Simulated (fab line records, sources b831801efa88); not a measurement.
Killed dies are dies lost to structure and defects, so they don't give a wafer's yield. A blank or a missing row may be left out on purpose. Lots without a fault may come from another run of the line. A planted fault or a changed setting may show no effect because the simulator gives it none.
Which tool did it? | flow sky130 | 24 lots, 72 wafers sampled, at 5 steps of a route of 708

WHAT THE GAUGES READ, wafer by wafer
SKY_CAP2M_OVL_MEAS_12. Usual: CAP2M_OVL -2.0 nm, standard deviation 1.6.
lot  | measured     | on         | CAP2M_OVL (nm) | flag
L075 | day 41 04:47 | overlay-01 | -1.9 -0.7 -1.6 |
L074 | day 41 06:25 | overlay-01 | -1.2 -2.1 -2.1 |
L076 | day 41 15:01 | overlay-02 | -3.7 -3.1 -3.5 |
L077 | day 41 17:34 | overlay-01 | 0.4 0.2 -0.7   |
L078 | day 41 22:34 | overlay-01 | -0.1 -0.1 -0.7 |
L079 | day 43 07:55 | overlay-02 | 1.2 -1.2 0.6   |
L081 | day 43 09:01 | overlay-01 | -0.2 -1.2 0.5  |
L080 | day 43 12:26 | overlay-02 | -3.4 -3.7 -4.2 |
L084 | day 44 12:29 | overlay-01 | 2.1 0.3 -0.4   |
L083 | day 44 13:10 | overlay-02 | -0.3 -0.4 -0.5 |
L082 | day 44 16:59 | overlay-02 | -3.0 -2.3 -2.4 |
L086 | day 45 02:49 | overlay-01 | 0.4 -2.4 -1.8  |
L085 | day 45 09:27 | overlay-02 | -1.1 -1.1 -1.8 |
L087 | day 45 13:59 | overlay-02 | -2.9 -5.4 -2.6 |
L088 | day 45 16:25 | overlay-01 | -1.6 -2.9 -3.0 |
L090 | day 45 21:57 | overlay-02 | -1.7 -2.0 -3.6 |
L089 | day 46 00:25 | overlay-01 | -2.4 -3.4 -1.8 |
L092 | day 46 02:10 | overlay-01 | -3.6 -3.5 -3.8 |
L091 | day 46 07:43 | overlay-02 | -4.3 -4.1 -2.3 |
L094 | day 46 11:11 | overlay-02 | -3.0 -1.5 -2.2 |
L093 | day 46 15:01 | overlay-01 | -1.6 -1.0 -1.7 |
L096 | day 46 17:56 | overlay-02 | -1.3 -3.5 -2.8 |
L095 | day 46 21:14 | overlay-02 | -3.6 -4.2 -6.1 |
L097 | day 47 02:37 | overlay-02 | -3.0 -3.3 -2.3 |

SKY_METAL4_CD_MEAS_13: target cd 300 nm. Usual: cd_nm 299.5 nm, standard deviation 1.4.
lot  | measured     | on        | cd_nm (nm)        | flag
L075 | day 42 04:47 | cd_sem-02 | 298.8 299.2 298.6 |
L074 | day 42 06:22 | cd_sem-02 | 297.9 296.7 296.2 |
L076 | day 42 14:53 | cd_sem-02 | 300.3 300.4 300.8 |
L077 | day 42 17:37 | cd_sem-02 | 300.5 301.6 299.0 |
L078 | day 42 22:48 | cd_sem-02 | 297.6 297.5 297.5 |
L079 | day 44 07:14 | cd_sem-01 | 299.6 300.7 300.4 |
L081 | day 44 09:06 | cd_sem-01 | 300.3 301.9 300.4 |
L080 | day 44 12:00 | cd_sem-01 | 299.4 299.0 299.4 |
L084 | day 45 10:09 | cd_sem-02 | 301.4 301.2 301.1 |
L083 | day 45 11:44 | cd_sem-01 | 297.8 298.1 299.2 |
L082 | day 45 15:06 | cd_sem-01 | 298.7 298.6 298.0 |
L086 | day 46 00:44 | cd_sem-02 | 296.7 300.2 301.0 |
L085 | day 46 06:47 | cd_sem-02 | 299.2 299.6 299.9 |
L087 | day 46 11:33 | cd_sem-01 | 299.5 299.4 300.6 |
L088 | day 46 14:25 | cd_sem-02 | 298.6 298.6 298.6 |
L090 | day 46 19:33 | cd_sem-02 | 298.7 300.0 298.5 |
L089 | day 46 22:37 | cd_sem-01 | 299.3 298.5 298.9 |
L092 | day 46 23:24 | cd_sem-02 | 299.9 299.9 299.3 |
L091 | day 47 04:44 | cd_sem-02 | 298.2 299.6 300.0 |
L094 | day 47 08:18 | cd_sem-01 | 299.0 299.5 299.1 |
L093 | day 47 11:39 | cd_sem-01 | 299.6 300.7 300.4 |
L096 | day 47 15:25 | cd_sem-01 | 301.8 300.6 301.1 |
L095 | day 47 17:50 | cd_sem-02 | 300.4 300.6 302.2 |
L097 | day 47 23:05 | cd_sem-01 | 301.4 300.5 300.7 |

WHICH TOOL RAN EACH LOT (tool, then ch and the chambers of the sampled wafers, then the start)
lot  | SKY_METAL1_SPUTTER_00        | SKY_METAL1_SPUTTER_03        | SKY_VIA2_CVD_21
L075 | pvd_sputter-01, day 32 02:19 | pvd_sputter-01, day 32 02:23 | cvd_w-02 ch 0,1, day 36 19:04
L074 | pvd_sputter-03, day 32 04:25 | pvd_sputter-03, day 32 04:29 | cvd_w-02 ch 0,1, day 36 19:41
L076 | pvd_sputter-02, day 32 12:47 | pvd_sputter-02, day 32 12:52 | cvd_w-02 ch 0,1, day 37 06:13
L077 | pvd_sputter-03, day 32 14:22 | pvd_sputter-03, day 32 14:26 | cvd_w-02 ch 0, day 37 08:14
L078 | pvd_sputter-02, day 32 21:38 | pvd_sputter-02, day 32 21:43 | cvd_w-01 ch 0,1, day 37 14:02
L079 | pvd_sputter-01, day 34 11:52 | pvd_sputter-01, day 34 11:56 | cvd_w-02 ch 1, day 39 03:45
L081 | pvd_sputter-02, day 34 14:18 | pvd_sputter-02, day 34 14:22 | cvd_w-02 ch 0,1, day 39 05:06
L080 | pvd_sputter-01, day 34 16:51 | pvd_sputter-01, day 34 16:55 | cvd_w-01 ch 0,1, day 39 07:46
L084 | pvd_sputter-02, day 35 21:17 | pvd_sputter-02, day 35 21:22 | cvd_w-02 ch 0,1, day 40 11:05
L083 | pvd_sputter-01, day 35 23:05 | pvd_sputter-01, day 35 23:10 | cvd_w-01 ch 0,1, day 40 12:24
L082 | pvd_sputter-01, day 36 01:46 | pvd_sputter-01, day 36 01:50 | cvd_w-01 ch 0,1, day 40 14:50
L086 | pvd_sputter-01, day 36 15:13 | pvd_sputter-01, day 36 15:17 | cvd_w-01 ch 0,1, day 41 02:26
L085 | pvd_sputter-02, day 36 23:18 | pvd_sputter-02, day 36 23:23 | cvd_w-01 ch 0,1, day 41 09:22
L087 | pvd_sputter-02, day 37 01:40 | pvd_sputter-02, day 37 01:44 | cvd_w-02 ch 0,1, day 41 13:44
L088 | pvd_sputter-03, day 37 07:52 | pvd_sputter-03, day 37 07:56 | cvd_w-01 ch 0,1, day 41 16:32
L090 | pvd_sputter-01, day 37 12:36 | pvd_sputter-01, day 37 12:40 | cvd_w-02 ch 0,1, day 41 22:42
L089 | pvd_sputter-01, day 37 15:22 | pvd_sputter-01, day 37 15:26 | cvd_w-02 ch 0,1, day 42 02:01
L092 | pvd_sputter-01, day 37 21:19 | pvd_sputter-01, day 37 21:23 | cvd_w-02 ch 0,1, day 42 04:08
L091 | pvd_sputter-03, day 37 23:47 | pvd_sputter-03, day 37 23:52 | cvd_w-01 ch 0,1, day 42 08:52
L094 | pvd_sputter-01, day 38 07:08 | pvd_sputter-01, day 38 07:13 | cvd_w-01 ch 0,1, day 42 15:20
L093 | pvd_sputter-02, day 38 11:05 | pvd_sputter-02, day 38 11:10 | cvd_w-01 ch 0,1, day 42 18:13
L096 | pvd_sputter-02, day 38 15:38 | pvd_sputter-02, day 38 15:42 | cvd_w-02 ch 0,1, day 42 21:34
L095 | pvd_sputter-02, day 38 17:55 | pvd_sputter-02, day 38 17:59 | cvd_w-01 ch 1, day 43 01:35
L097 | pvd_sputter-02, day 39 02:06 | pvd_sputter-02, day 39 02:10 | cvd_w-01 ch 0,1, day 43 06:42
- SKY_METAL1_SPUTTER_00: material Ti, target thk 15 nm, time 10 s.
- SKY_METAL1_SPUTTER_03: material Ti, target thk 5 nm, time 3.3 s.
- SKY_VIA2_CVD_21: deposits W, target thk 420 nm, time 126.4 s.

WHAT THE TOOLS THEMSELVES READ (means of the sampled wafers that have a number; where no wafer has one, the mark that the record gives instead)
SKY_METAL1_SPUTTER_00. Usual: throttle_valve_pct 29.9 %, standard deviation 0.79.
lot  | tool           | throttle_valve_pct (%) | flag
L075 | pvd_sputter-01 | 30.0                   |
L074 | pvd_sputter-03 | 29.0                   |
L076 | pvd_sputter-02 | 30.1                   |
L077 | pvd_sputter-03 | 30.4                   |
L078 | pvd_sputter-02 | 30.1                   |
L079 | pvd_sputter-01 | 29.3                   |
L081 | pvd_sputter-02 | 30.3                   |
L080 | pvd_sputter-01 | 29.9                   |
L084 | pvd_sputter-02 | 30.1                   |
L083 | pvd_sputter-01 | 30.0                   |
L082 | pvd_sputter-01 | 30.2                   |
L086 | pvd_sputter-01 | 29.3                   |
L085 | pvd_sputter-02 | 30.4                   |
L087 | pvd_sputter-02 | 29.6                   |
L088 | pvd_sputter-03 | 28.8                   |
L090 | pvd_sputter-01 | 29.6                   |
L089 | pvd_sputter-01 | 29.4                   |
L092 | pvd_sputter-01 | 29.5                   |
L091 | pvd_sputter-03 | 29.0                   |
L094 | pvd_sputter-01 | 29.9                   |
L093 | pvd_sputter-02 | 30.3                   |
L096 | pvd_sputter-02 | 29.9                   |
L095 | pvd_sputter-02 | 30.0                   |
L097 | pvd_sputter-02 | 30.1                   |

SKY_METAL1_SPUTTER_03. Usual: throttle_valve_pct 29.9 %, standard deviation 0.8.
lot  | tool           | throttle_valve_pct (%) | flag
L075 | pvd_sputter-01 | 30.1                   |
L074 | pvd_sputter-03 | 29.1                   |
L076 | pvd_sputter-02 | 30.1                   |
L077 | pvd_sputter-03 | 30.4                   |
L078 | pvd_sputter-02 | 30.0                   |
L079 | pvd_sputter-01 | 29.5                   |
L081 | pvd_sputter-02 | 30.3                   |
L080 | pvd_sputter-01 | 30.1                   |
L084 | pvd_sputter-02 | 30.0                   |
L083 | pvd_sputter-01 | 30.0                   |
L082 | pvd_sputter-01 | 30.2                   |
L086 | pvd_sputter-01 | 29.2                   |
L085 | pvd_sputter-02 | 30.3                   |
L087 | pvd_sputter-02 | 29.6                   |
L088 | pvd_sputter-03 | 28.8                   |
L090 | pvd_sputter-01 | 29.4                   |
L089 | pvd_sputter-01 | 29.5                   |
L092 | pvd_sputter-01 | 29.4                   |
L091 | pvd_sputter-03 | 29.3                   |
L094 | pvd_sputter-01 | 30.0                   |
L093 | pvd_sputter-02 | 30.2                   |
L096 | pvd_sputter-02 | 30.0                   |
L095 | pvd_sputter-02 | 30.3                   |
L097 | pvd_sputter-02 | 30.3                   |

SKY_VIA2_CVD_21. Usual: heater_power_w 807 W, standard deviation 77.
lot  | tool     | heater_power_w (W) | flag
L075 | cvd_w-02 | 772                |
L074 | cvd_w-02 | 767                |
L076 | cvd_w-02 | 769                |
L077 | cvd_w-02 | 767                |
L078 | cvd_w-01 | 847                |
L079 | cvd_w-02 | 766                |
L081 | cvd_w-02 | 761                |
L080 | cvd_w-01 | 813                |
L084 | cvd_w-02 | 765                |
L083 | cvd_w-01 | 860                |
L082 | cvd_w-01 | 814                |
L086 | cvd_w-01 | 865                |
L085 | cvd_w-01 | 807                |
L087 | cvd_w-02 | 764                |
L088 | cvd_w-01 | 866                |
L090 | cvd_w-02 | 777                |
L089 | cvd_w-02 | 783                |
L092 | cvd_w-02 | 766                |
L091 | cvd_w-01 | 881                |
L094 | cvd_w-01 | 837                |
L093 | cvd_w-01 | 818                |
L096 | cvd_w-02 | 769                |
L095 | cvd_w-01 | 934                |
L097 | cvd_w-01 | 880                |

THE ANSWER, worked out from the rows above alone
Rule: a lot is off if the mean of its wafers that have a number lies more than 3 standard deviations from the usual mean. A lot without any number at a reading at which 4 lots or more have one is off too. The other lots that the step has rows for count as sound. The gauges are gone through in route order, then the tools' own readings, and for those a lot's mean is taken as printed above. The first step at which some lot is off is used, and at that step the reading that is off furthest; a lot without a number counts as furthest.
No lot is off at any reading shown: from this, nothing can be told.

WHAT THE SIMULATOR HAD PUT IN
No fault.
